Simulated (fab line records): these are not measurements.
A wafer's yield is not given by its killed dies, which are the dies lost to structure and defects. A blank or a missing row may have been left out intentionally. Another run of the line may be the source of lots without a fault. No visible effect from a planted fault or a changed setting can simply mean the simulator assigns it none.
One fault through the eyes of 2 desks + flow gf180mcu + every desk sees just its own numbers, and what lay behind them comes last

== DESK OF THE TOOL OWNER: krfScanner-02 ==
The tool's own readings at GF_STI_EXPOSE_09 (exposes mask COMP, target cd 220 nm): means of the sampled wafers that have a number, for each lot that ran on this tool. Any lot whose mean is over 4 standard deviations away from the usual mean is out of limits and marked OUT; that distance is given in the brackets.
Columns: A = exposureDoseMJCm2 at GF_STI_EXPOSE_09, usual 28.10; B = reticleTempC at GF_STI_EXPOSE_09, usual 23.00 C
| lot  | first seen here | A                | B     |
|------|-----------------|------------------|-------|
| L547 | day 2 06:59     | 27.95            | 22.92 |
| L548 | day 2 10:34     | 27.94            | 22.92 |
| L553 | day 3 12:21     | 27.92            | 23.11 |
| L554 | day 3 17:38     | 27.93            | 23.07 |
| L559 | day 4 18:44     | 26.77 (-8.3) OUT | 23.04 |
| L562 | day 5 09:52     | 25.90 (-14) OUT  | 22.95 |
This desk's finding: out of limits on L559, L562; first on L559, day 4 18:44 (exposureDoseMJCm2 at GF_STI_EXPOSE_09). Within limits: L547, L548, L553, L554.

== FROM THE METROLOGY DESK ==
What the gauges read, lot by lot, whatever tool the lot ran on: means of the sampled wafers that have a number. Any lot whose mean is over 4 standard deviations away from the usual mean is out of limits and marked OUT; that distance is given in the brackets.
Columns: A = cdNm at GF_STI_CD_MEAS_12, usual 219.9 nm; B = DNWELL_TW at GF_DNWELL_TW_MEAS_09, usual 1352; C = CONTACT_CVD_00_THK at GF_CONTACT_THK_MEAS_01, usual 299.3 nm
| lot  | first seen here | A                | B    | C     |
|------|-----------------|------------------|------|-------|
| L546 | day 2 07:52     | 218.5            | 1345 | 298.1 |
| L547 | day 2 12:44     | 219.4            | 1346 | 296.1 |
| L548 | day 2 17:01     | 220.0            | 1351 | 300.3 |
| L551 | day 3 08:02     | 220.3            | 1352 | 301.8 |
| L552 | day 3 13:49     | 219.6            | 1357 | 298.9 |
| L553 | day 3 18:28     | 219.8            | 1348 | 301.2 |
| L554 | day 4 00:22     | 221.6            | 1345 | 297.9 |
| L558 | day 4 20:11     | 218.3            | 1344 | 299.8 |
| L559 | day 5 01:43     | 208.0 (-11) OUT  | 1345 | 299.4 |
| L561 | day 5 12:11     | 221.2            | 1363 | 298.6 |
| L562 | day 5 16:29     | 213.7 (-5.6) OUT | 1355 | 296.7 |
| L567 | day 6 18:35     | 219.9            | 1365 | 302.4 |
| L568 | day 6 23:55     | 220.0            | 1358 | 300.9 |
This desk's finding: out of limits on L559, L562; first on L559, day 5 01:43 (cdNm at GF_STI_CD_MEAS_12). Within limits: L546, L547, L548, L551, L552, L553, L554, L558, L561, L567, L568.

== BROUGHT TOGETHER ==
At day 4 18:44, on L559, L562, the tool owner's desk was in a position to raise an alarm.
Metrology desk: alarm possible at day 5 01:43 on L559, L562.
Every lot named ran GF_STI_EXPOSE_09 on krfScanner-02.

== WHAT THE SIMULATOR HAD PUT IN ==
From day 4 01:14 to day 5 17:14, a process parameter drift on krfScanner-02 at GF_STI_EXPOSE_09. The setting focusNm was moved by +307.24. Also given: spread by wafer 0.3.
Struck lots among those shown: L559, L562.
Time in hours from fault onset to the first out-of-limits reading at each desk: tool owner's desk 18, metrology desk 24.
